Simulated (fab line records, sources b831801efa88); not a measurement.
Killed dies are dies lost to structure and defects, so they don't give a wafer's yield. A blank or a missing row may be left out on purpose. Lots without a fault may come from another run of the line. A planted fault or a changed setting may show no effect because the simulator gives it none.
A struck lot beside a sound one | flow sky130 | 38 steps out of a route of 708
Sound: wafers L435.2, L435.4, L435.6. Struck: wafers L420.1, L420.4, L420.5. The cause comes at the end.
At each step with rows: each side's tool, then ch and its chambers, then its first start. Under that, the readings that differ: sound wafers | struck wafers | difference of the means | sigmas: that difference in standard deviations of wafers without a fault.
alike: readings whose means differ by less than 2 such deviations, and words and numbers that are the same on both sides. not compared: withheld readings, readings that some wafer has no value for, bounds like >300 that may hide the same value, and numbers for which the record gives no deviation and whose values overlap.
The two part at a step that has a row with sigmas, a row that says differs or no value, or rows on one side only. Numbers that don't overlap but have no deviation are shown without sigmas and don't part them. A reading that every wafer of one side lacks parts them only if that side has two wafers or more.

first, 9 steps without rows for these wafers: SKY_VIA2_SPUTTER_20 (material TiN, target thk 20 nm, time 80 s); SKY_VIA2_CVD_21 (deposits W, target thk 420 nm, time 126.4 s); SKY_VIA2_CMP_24 (polishes, stops on SiO2, t overpolish 20 s, target thk 0 nm); SKY_METAL3_SPUTTER_00 (material Ti, target thk 15 nm, time 10 s); SKY_METAL3_SPUTTER_01 (material TiN, target thk 20 nm, time 16.7 s); SKY_METAL3_SPUTTER_02 (material AlCu, target thk 735 nm, time 39.1 s); SKY_METAL3_SPUTTER_03 (material Ti, target thk 5 nm, time 3.3 s); SKY_METAL3_SPUTTER_04 (material TiN, target thk 70 nm, time 58.3 s); SKY_CAPM_CVD_00 (deposits SiO2, target thk 15.5 nm).
SKY_CAPM_SPUTTER_02: material TiN, target thk 200 nm, time 166.7 s.
  sound on pvd_sputter-01, day 42 14:29; struck on pvd_sputter-01, day 38 13:26
  reading                                  | sound                | struck               | difference | sigmas
  cathode_dc_power_W (W)                   | 6504.1 6498.0 6501.6 | 7881.7 7883.6 7879.4 | +1380.3    | +99 or more
  model.TiN_of_CAPM_SPUTTER_02.thk_nm (nm) | 202.2 201.5 201      | 246.9 246.5 246.1    | +44.9      |
  alike: chamber_pressure_pa, substrate_temp_c, susceptor_temp_C, throttle_valve_pct
SKY_CAPM_RS_MEAS_03: measures by four-point-probe.
  sound on film_metro-04, day 42 14:37; struck on film_metro-04, day 38 13:32
  reading              | sound          | struck         | difference | sigmas
  CAPM_TIN_RS (ohm/sq) | 6.83 6.86 6.88 | 5.58 5.57 5.58 | -1.28      | -18
SKY_CAPM_THK_MEAS_04: measures by xrf.
  sound on film_metro-04, day 42 14:44; struck on film_metro-04, day 38 13:40
  reading           | sound             | struck            | difference | sigmas
  CAPM_TIN_THK (nm) | 202.2 202.7 201.7 | 246.2 245.5 244.3 | +43.1      | +19
then, 7 steps without rows for these wafers: SKY_CAPM_DEHYDRATE_05 (time 60 s); SKY_CAPM_HMDS_06 (prime time 60 s); SKY_CAPM_COAT_07 (resist thk 1140 nm); SKY_CAPM_SOFTBAKE_08 (time 60 s); SKY_CAPM_EXPOSE_09 (exposes mask CAPM, target cd 1000 nm); SKY_CAPM_PEB_10; SKY_CAPM_DEVELOP_11 (develop time 60 s).
SKY_CAPM_METAL_ETCH_13: etches TiN in Cl2/BCl3, stops on SiO2, target depth 220 nm, time 62.9 s.
  sound on rie_metal-01 ch 0,1, day 43 13:27; struck on rie_metal-03 ch 0,1, day 39 13:44
  reading               | sound             | struck            | difference | sigmas
  oes_product_au (a.u.) | 0.933 0.947 0.936 | 0.994 0.980 1.003 | +0.054     | +7
  alike: drypump_motor_current_A, throttle_valve_pct
  not compared: rf_hours_counter_h
then, 16 steps without rows for these wafers: SKY_CAPM_STRIP_14 (strips in O2/N2); SKY_CAPM_STRIP_15 (strips in post etch residue remover, time 1200 s); SKY_CAPM_CLEAN_16 (cleans in IPA, time 180 s); SKY_CAPM_CLEAN_17 (cleans in O3/DIW); SKY_METAL3_DEHYDRATE_05 (time 60 s); SKY_METAL3_HMDS_06 (prime time 60 s); SKY_METAL3_COAT_07 (resist thk 60 nm); SKY_METAL3_COAT_08 (resist thk 1140 nm); SKY_METAL3_SOFTBAKE_09 (time 90 s); SKY_METAL3_EXPOSE_10 (exposes mask MM3, target cd 300 nm); SKY_METAL3_PEB_11; SKY_METAL3_DEVELOP_12 (develop time 60 s); SKY_METAL3_DESCUM_15 (chemistry O2, time 8 s); SKY_METAL3_ETCH_16 (etches BARC in N2/H2, stops on SiO2, time 88.2 s, target depth 60 nm); SKY_METAL3_ETCH_17 (etches SiO2 in C4F8/O2/Ar, stops on TiN, time 3.9 s, target depth 15 nm); SKY_METAL3_METAL_ETCH_18 (etches the open film in Cl2/BCl3, stops on SiO2, target depth 845 nm, time 183.1 s).
SKY_METAL3_STRIP_20: strips in post etch residue remover, time 1200 s.
  sound on wet_bench-02 ch 0, day 44 12:49; struck on wet_bench-02 ch 1, day 40 15:25
  reading                                  | sound             | struck          | difference | sigmas
  model.TiN_of_CAPM_SPUTTER_02.thk_nm (nm) | 201.4 200.6 200.1 | 246 245.7 245.3 | +45        |
  alike: bath_heat_duty_pct
-- the record jumps here: 7 days lie between the struck wafers' starts before and after (it left off in module METAL3 and takes up again in module PAD_OPEN, whose first step shown is number 708 of the route) --
SKY_PAD_OPEN_PROBE_99:
  sound on prober-01, day 50 14:11; struck on prober-02, day 47 09:11
  reading                               | sound                   | struck            | difference | sigmas
  model.etest.tester.sort_n_pass        | 416 419 397             | 0 0 0             | -411       |
  model.etest.met3.line_ohm_um          | 0.1376 0.1405 0.1402    | 134.7 124.3 136.3 | +131.6     |
  model.etest.via3_chain.rc_ohm         | 9.588 9.631 9.269       | 110.5 99.69 112   | +97.9      |
  model.etest.tester.sort_yield_pct (%) | 84.55 85.16 80.69       | 0 0 0             | -83        |
  model.etest.tester.sort_bin_4_pct (%) | 0 0 0                   | 81.83 78.87 80.8  | +80.50     |
  model.etest.met3.rs_ohm_sq            | 0.04258 0.04228 0.04233 | 40.6 37.91 41.59  | +40.0      |
  model.etest.tester.sort_bin_3_pct (%) | 0.6098 0.813 1.016      | 1.703 3.038 2.738 | +1.680     |
  alike: defect_limited_yield, killed_at_M0_to_M3, killed_at_M4_up, killed_at_contacts, killed_at_front_end, killed_at_other, killed_dies, killed_on_rim, killed_open, killed_short
  not compared: model.etest.met3.rs_ohm_sq_rim_less_centre

WHERE THEY PART
First at SKY_CAPM_SPUTTER_02; last, within this record, at SKY_CAPM_METAL_ETCH_13. Later steps at which nothing parts them and some readings are alike: SKY_METAL3_STRIP_20, SKY_PAD_OPEN_PROBE_99.

WHY: what the simulator had put in
Process parameter drift: pvd_sputter-01, from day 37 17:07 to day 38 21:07, at SKY_CAPM_SPUTTER_02. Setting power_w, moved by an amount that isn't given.
